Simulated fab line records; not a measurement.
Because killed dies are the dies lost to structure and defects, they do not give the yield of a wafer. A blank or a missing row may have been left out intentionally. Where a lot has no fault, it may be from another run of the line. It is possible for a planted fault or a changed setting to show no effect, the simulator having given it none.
Which tool was responsible? ; flow sky130 ; 36 wafers from 12 lots sampled at 5 of the route's 708 steps

## WHAT EACH GAUGE READ, for each wafer
Not one reading of a measure or inspect step in the record can be checked against a usual standard deviation.

## WHAT TOOL EACH LOT RAN ON (gives the tool, then ch and the chambers of the sampled wafers, and finally the start)
lot;SKY_VIA1_ETCH_14;SKY_VIA1_ETCH_15;SKY_METAL2_SPUTTER_00;SKY_METAL2_SPUTTER_01;SKY_PAD_OPEN_PROBE_99
L367;rie-diel-03 ch 2,3, day 34 08:23;rie-diel-03 ch 2,3, day 34 08:26;pvd-sputter-01, day 34 09:45;pvd-sputter-01, day 34 09:46;prober-01, day 46 02:49
L369;rie-diel-03 ch 0,2, day 35 07:22;rie-diel-03 ch 0,2, day 35 07:24;pvd-sputter-03, day 35 08:47;pvd-sputter-03, day 35 08:48;prober-01, day 46 20:41
L370;rie-diel-04 ch 0,3, day 35 16:28;rie-diel-04 ch 0,3, day 35 16:30;pvd-sputter-03, day 35 17:47;pvd-sputter-03, day 35 17:48;prober-02, day 47 01:40
L371;rie-diel-03 ch 0,1,3, day 35 17:07;rie-diel-03 ch 0,1,3, day 35 17:09;pvd-sputter-04, day 35 18:25;pvd-sputter-04, day 35 18:26;prober-01, day 47 04:26
L372;rie-diel-04 ch 0,1, day 36 06:25;rie-diel-04 ch 0,1, day 36 06:27;pvd-sputter-04, day 36 07:44;pvd-sputter-04, day 36 07:46;prober-02, day 47 14:31
L376;rie-diel-04 ch 1,3, day 37 17:48;rie-diel-04 ch 1,3, day 37 17:52;pvd-sputter-01, day 37 19:10;pvd-sputter-01, day 37 19:11;prober-02, day 48 15:20
L377;rie-diel-04 ch 2,3, day 37 20:44;rie-diel-04 ch 2,3, day 37 20:46;pvd-sputter-03, day 37 22:02;pvd-sputter-03, day 37 22:04;prober-01, day 48 17:30
L378;rie-diel-02 ch 1,2, day 38 02:05;rie-diel-02 ch 1,2, day 38 02:07;pvd-sputter-03, day 38 03:23;pvd-sputter-03, day 38 03:25;prober-02, day 48 20:23
L381;rie-diel-04 ch 1,2,3, day 39 01:08;rie-diel-04 ch 1,2,3, day 39 01:11;pvd-sputter-03, day 39 02:27;pvd-sputter-03, day 39 02:29;prober-01, day 49 15:10
L386;rie-diel-02 ch 0,3, day 40 08:11;rie-diel-02 ch 0,3, day 40 08:13;pvd-sputter-04, day 40 09:29;pvd-sputter-04, day 40 09:31;prober-02, day 50 11:57
L387;rie-diel-02 ch 0,1,2, day 40 17:26;rie-diel-02 ch 0,1,2, day 40 17:28;pvd-sputter-03, day 40 18:44;pvd-sputter-03, day 40 18:46;prober-02, day 50 16:56
L388;rie-diel-02 ch 0,1,3, day 40 23:55;rie-diel-02 ch 0,1,3, day 40 23:57;pvd-sputter-01, day 41 01:19;pvd-sputter-01, day 41 01:20;prober-01, day 50 22:40
- SKY_VIA1_ETCH_14: etches BARC in N2/H2, stops on SiO2, time 45.9 s, target depth 60 nm.
- SKY_VIA1_ETCH_15: etches SiO2 in C4F8/O2/Ar, stops on TiN, target depth 351 nm, time 54 s.
- SKY_METAL2_SPUTTER_00: material Ti, target thk 15 nm, time 9.73 s.
- SKY_METAL2_SPUTTER_01: material TiN, target thk 20 nm, time 16.7 s.
- SKY_PAD_OPEN_PROBE_99

## WHAT THE TOOLS THEMSELVES READ (means of the sampled wafers that have a number; where no wafer has one, the mark that the record gives instead)
SKY_VIA1_ETCH_14.
lot;tool;drypump-motor-current-A (A);h2-flow-sccm (sccm);oes-product-au (a.u.);run-length-s (s);throttle-valve-pct (%)
L367;rie-diel-03;5.6;200.6;0.855;74.0;13.228
L369;rie-diel-03;5.6;199.9;0.854;73.9;13.226
L370;rie-diel-04;5.5;200.4;0.858;74.7;13.217
L371;rie-diel-03;5.9;200.3;0.854;74.3;13.224
L372;rie-diel-04;5.3;199.5;0.860;74.5;13.225
L376;rie-diel-04;6.1;199.6;0.856;73.9;13.226
L377;rie-diel-04;6.1;200.0;0.852;74.0;13.221
L378;rie-diel-02;5.8;199.2;0.857;73.9;13.220
L381;rie-diel-04;6.1;200.0;0.853;74.1;13.232
L386;rie-diel-02;5.5;200.2;0.858;74.1;13.222
L387;rie-diel-02;5.7;199.9;0.856;74.3;13.211
L388;rie-diel-02;5.7;200.0;0.861;74.0;13.222

SKY_VIA1_ETCH_15.
lot;tool;oes-product-au (a.u.);run-length-s (s)
L367;rie-diel-03;0.984;82.4
L369;rie-diel-03;0.975;82.1
L370;rie-diel-04;0.976;83.1
L371;rie-diel-03;0.980;82.5
L372;rie-diel-04;0.984;82.8
L376;rie-diel-04;0.983;82.3
L377;rie-diel-04;0.947;86.1
L378;rie-diel-02;0.985;82.0
L381;rie-diel-04;0.941;85.8
L386;rie-diel-02;0.983;82.6
L387;rie-diel-02;0.980;82.2
L388;rie-diel-02;0.983;82.0

SKY_METAL2_SPUTTER_00.
lot;tool;throttle-valve-pct (%)
L367;pvd-sputter-01;30.4
L369;pvd-sputter-03;30.6
L370;pvd-sputter-03;30.9
L371;pvd-sputter-04;31.8
L372;pvd-sputter-04;29.2
L376;pvd-sputter-01;29.6
L377;pvd-sputter-03;30.7
L378;pvd-sputter-03;30.9
L381;pvd-sputter-03;30.5
L386;pvd-sputter-04;30.1
L387;pvd-sputter-03;30.7
L388;pvd-sputter-01;29.8

SKY_METAL2_SPUTTER_01.
lot;tool;throttle-valve-pct (%)
L367;pvd-sputter-01;30.5
L369;pvd-sputter-03;30.5
L370;pvd-sputter-03;30.6
L371;pvd-sputter-04;32.1
L372;pvd-sputter-04;29.0
L376;pvd-sputter-01;29.7
L377;pvd-sputter-03;30.7
L378;pvd-sputter-03;30.8
L381;pvd-sputter-03;30.4
L386;pvd-sputter-04;30.2
L387;pvd-sputter-03;30.7
L388;pvd-sputter-01;29.6

SKY_PAD_OPEN_PROBE_99.
lot;tool;defect-limited-yield (%);killed_at_M0_to_M3;killed_at_M4_up;killed-at-contacts;killed-at-front-end;killed-at-other;killed-dies;killed-open;killed-short;sort_bin_3_pad_short (%);sort_bin_5_function (%);sort_bin_6_memory (%);sort-n-pass;sort-yield-pct (%)
L367;prober-01;82.9;45;5.3;21;13;0.0;84;48;36;0.7;10.4;6.0;408;82.9
L369;prober-01;83.3;39;4.0;24;15;0.0;82;42;40;0.8;10.9;5.0;410;83.3
L370;prober-02;81.7;48;1.3;28;13;0.0;90;47;43;0.8;10.2;7.3;402;81.7
L371;prober-01;85.4;37;1.3;21;12;0.3;72;42;30;0.8;8.6;5.2;420;85.4
L372;prober-02;81.7;49;3.7;24;13;0.0;90;52;38;1.2;11.1;6.0;402;81.7
L376;prober-02;81.2;46;4.7;22;20;0.3;92;48;44;0.9;11.3;6.6;400;81.2
L377;prober-01;82.8;43;2.7;22;17;0.3;85;42;42;0.7;10.7;5.8;407;82.8
L378;prober-02;83.4;42;2.7;24;13;0.0;82;43;37;0.5;10.6;5.5;410;83.4
L381;prober-01;84.1;40;2.7;21;15;0.0;78;40;38;0.4;9.6;5.8;414;84.1
L386;prober-02;82.3;42;1.7;33;10;0.7;87;44;42;0.7;9.8;7.2;405;82.3
L387;prober-02;81.3;48;1.7;25;16;0.3;92;50;42;0.8;11.7;6.2;400;81.3
L388;prober-01;82.8;45;2.7;22;15;0.0;85;49;36;0.8;11.1;5.4;407;82.8

## THE ANSWER, worked out from the rows above alone
Rule: the usual values come from the lots themselves. The widest of any qualifying gaps counts: lots, ordered by their means at a reading, are off when they make up no more than a third of the lots, leave a main group of 4 or more, and stand apart from it by 3 or more times the standard deviation of that group's means. The tables above print the reading to a certain number of digits; a main group whose means all agree to those digits is not used. A lot without any number at a reading at which 4 lots or more have one is off too. All remaining lots with rows at the step are treated as sound. After the gauges, taken in route order, come the tools' own readings; for these a lot's mean is taken, as printed above. At the first step where some lot is off, the reading lying furthest off is the one used; lots without a number count as furthest.
Off at SKY_VIA1_ETCH_15 (oes-product-au): L377, L381. For the main group the mean is 0.981 a.u. and the standard deviation 0.0033.
A tool fits if, at that step or a process step before it, it ran every lot that is off, and no sound lot after the first of them. One fits: rie-diel-04 at SKY_VIA1_ETCH_14 and SKY_VIA1_ETCH_15. At SKY_VIA1_ETCH_14 its last sound lot is L376 (day 37 17:48), its first lot that is off L377 (day 37 20:44): a fault that began between those two fits.

## WHAT WAS PUT IN BY THE SIMULATOR
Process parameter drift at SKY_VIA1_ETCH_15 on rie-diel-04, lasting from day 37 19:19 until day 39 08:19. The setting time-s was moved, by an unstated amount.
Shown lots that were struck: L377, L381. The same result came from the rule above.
